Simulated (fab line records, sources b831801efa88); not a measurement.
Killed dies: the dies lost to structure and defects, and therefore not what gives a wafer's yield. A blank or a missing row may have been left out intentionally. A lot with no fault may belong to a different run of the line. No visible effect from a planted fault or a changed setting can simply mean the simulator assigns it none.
Problem report in the 8D (eight disciplines) form, filled by code + flow sfq_line + the parts of the form that need people (team, actions taken, sign-off) are left out

1. THE PROBLEM
Mean of run_length_s at SFQ_TRILAYER_I0_DEP_PECVD_027: 156.1 s across 4 wafers in 3 lots; on wafers with no fault it is 139.2 s (standard deviation 0.65). Relative to the usual mean, that is a shift of +26 standard deviations.
The step: deposits SiO2 from SiH4/N2O, time 111.11 s, target thk 500 nm.
First observed at day 12 20:12: wafer L637.1, on pecvd-01. Wafers with a number at this step in the record: 44, from 15 lots. Rule for "out" (also "out of limits"): further than 4 standard deviations from the usual mean. Any other wafer with a number is counted as sound.

2. WHAT IT IS AND WHAT IT IS NOT
| question                    | is                             | is not                                                                          |
|-----------------------------|--------------------------------|---------------------------------------------------------------------------------|
| which readings at this step | run_length_s                   | chamber_pressure_Torr, heater_power_w, throttle_valve_pct                       |
| which lots                  | L637, L638, L639               | L618, L619, L620, L621, L622, L623, L624, L625, L626, L627, L628, L641          |
| which wafers of those lots  | L637.1, L637.2, L638.2, L639.1 | L638.3, L638.5, L639.4, L639.5                                                  |
| read on which tools         | pecvd-01                       | pecvd-03, pecvd-04                                                              |
| when                        | from day 12 20:12              | up to then (33 sound wafers); but 7 sound wafers of L638, L639, L641 came after |

3. WHAT RULES OUT EACH SUSPECT
Counting: if a tool at a process step up to the reading ran every lot that is out, it stays a suspect. Sound lots after the first of them don't rule it out here, since some wafers of a struck lot are sound.
- pecvd-01 at SFQ_TRILAYER_I0_DEP_PECVD_027 (deposits SiO2 from SiH4/N2O, time 111.11 s, target thk 500 nm): kept. It processed each lot that is out (first: L637, day 12 20:12); up to then, its last sound lot is L628 (day 10 13:11). Its own readings are out on those wafers: run_length_s.
The count leaves pecvd-01 at SFQ_TRILAYER_I0_DEP_PECVD_027.

4. THE CAUSE (what the simulator had put in)
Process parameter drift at SFQ_TRILAYER_I0_DEP_PECVD_027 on pecvd-01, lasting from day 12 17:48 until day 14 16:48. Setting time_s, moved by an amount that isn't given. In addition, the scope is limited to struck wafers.
The count eliminated every tool but this one.

5. THE EFFECT CHAIN, in route order
One row per reading whose mean, taken over the struck wafers that have a number, lies over 3 standard deviations from the usual. Only readings whose record carries a usual standard deviation are examined. hours: median over the lots of the time between each lot's start at the first step of this table that gives one and its start at this step. sigmas: the change, counted in usual standard deviations.
| hours | step                          | reading            | usual   | on struck wafers | change | sigmas |
|-------|-------------------------------|--------------------|---------|------------------|--------|--------|
| 0     | SFQ_TRILAYER_I0_DEP_PECVD_027 | run_length_s       | 139.2 s | 156.1            | +16.9  | +26    |
| 8     | SFQ_TRILAYER_I0_CMP_CMP_028   | time_to_endpoint_s | 216 s   | 269              | +53    | +6.5   |
Process steps it contains:
- SFQ_TRILAYER_I0_DEP_PECVD_027: deposits SiO2 from SiH4/N2O, time 111.11 s, target thk 500 nm.
- SFQ_TRILAYER_I0_CMP_CMP_028: polishes SiO2.

6. WHAT WOULD HAVE CAUGHT IT SOONER
The fault began at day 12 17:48; the first out-of-limits reading in this record came at day 12 20:12, 2 hours later.
